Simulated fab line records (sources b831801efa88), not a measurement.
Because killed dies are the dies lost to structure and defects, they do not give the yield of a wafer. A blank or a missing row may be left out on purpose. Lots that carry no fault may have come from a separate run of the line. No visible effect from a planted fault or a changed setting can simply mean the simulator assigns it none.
Which of the tools did it?	flow sfq line	13 lots, 39 wafers sampled, at 1 step of a route of 325

WHAT THE GAUGES READ, wafer by wafer
No reading from a measuring or inspecting step in the record can be judged against a usual standard deviation.

TOOL THAT RAN EACH LOT (tool first, then ch and the chambers of the sampled wafers, then the start)
lot	SFQ_TRILAYER_I6_VIA_BARC_OPEN_VIA_ETCH_235
L933	rie diel-02 ch 0,1,3, day 62 05:49
L936	rie diel-02 ch 1,2, day 62 10:37
L937	rie diel-04 ch 1,2,3, day 62 11:50
L938	rie diel-03 ch 2,3, day 62 13:01
L939	rie diel-02 ch 0,1, day 62 14:13
L940	rie diel-03 ch 0,1,2, day 62 15:25
L941	rie diel-03 ch 0,1, day 65 05:02
L942	rie diel-04 ch 1,2,3, day 70 03:20
L943	rie diel-03 ch 1,3, day 70 05:44
L950	rie diel-04 ch 1,2,3, day 74 17:55
L953	rie diel-04 ch 0,1,2, day 75 17:40
L955	rie diel-03 ch 2,3, day 80 02:27
L956	rie diel-04 ch 1,2,3, day 80 03:39
- SFQ_TRILAYER_I6_VIA_BARC_OPEN_VIA_ETCH_235: etches BARC in O2, target depth 125 nm, time 41.7 s.

WHAT THE TOOLS THEMSELVES READ (means of the sampled wafers that have a number; where no wafer has one, the mark that the record gives instead)
SFQ_TRILAYER_I6_VIA_BARC_OPEN_VIA_ETCH_235. Usual: drypump motor current A 5.7 A, standard deviation 0.44; oes product au 0.685 a.u., standard deviation 0.0045; run length s 69.9 s, standard deviation 0.43.
lot	tool	drypump motor current A (A)	oes product au (a.u.)	run length s (s)	flag
L933	rie diel-02	5.5	0.687	69.9	
L936	rie diel-02	5.4	0.686	69.8	
L937	rie diel-04	6.0	0.688	69.6	
L938	rie diel-03	6.1	0.682	70.1	
L939	rie diel-02	5.1	0.687	70.0	
L940	rie diel-03	5.6	0.682	70.1	
L941	rie diel-03	5.3	0.686	69.8	
L942	rie diel-04	6.0	0.683	70.1	
L943	rie diel-03	6.0	0.683	69.6	
L950	rie diel-04	6.0	0.684	69.8	
L953	rie diel-04	6.0	0.675	71.0	
L955	rie diel-03	6.2	0.683	70.2	
L956	rie diel-04	6.0	0.688	69.8	

THE ANSWER, worked out from the rows above alone
Rule: a lot is off if the mean of its wafers that have a number lies more than 3 standard deviations from the usual mean. A lot without any number at a reading at which 4 lots or more have one is off too. Where the step has rows for the other lots, those lots are counted as sound. After the gauges, taken in route order, come the tools' own readings; for these a lot's mean is taken, as printed above. The first step at which some lot is off is used, and at that step the reading that is off furthest; a lot without a number counts as furthest.
Nothing can be told from this: no lot is off at any reading shown.

WHAT WAS PUT IN BY THE SIMULATOR
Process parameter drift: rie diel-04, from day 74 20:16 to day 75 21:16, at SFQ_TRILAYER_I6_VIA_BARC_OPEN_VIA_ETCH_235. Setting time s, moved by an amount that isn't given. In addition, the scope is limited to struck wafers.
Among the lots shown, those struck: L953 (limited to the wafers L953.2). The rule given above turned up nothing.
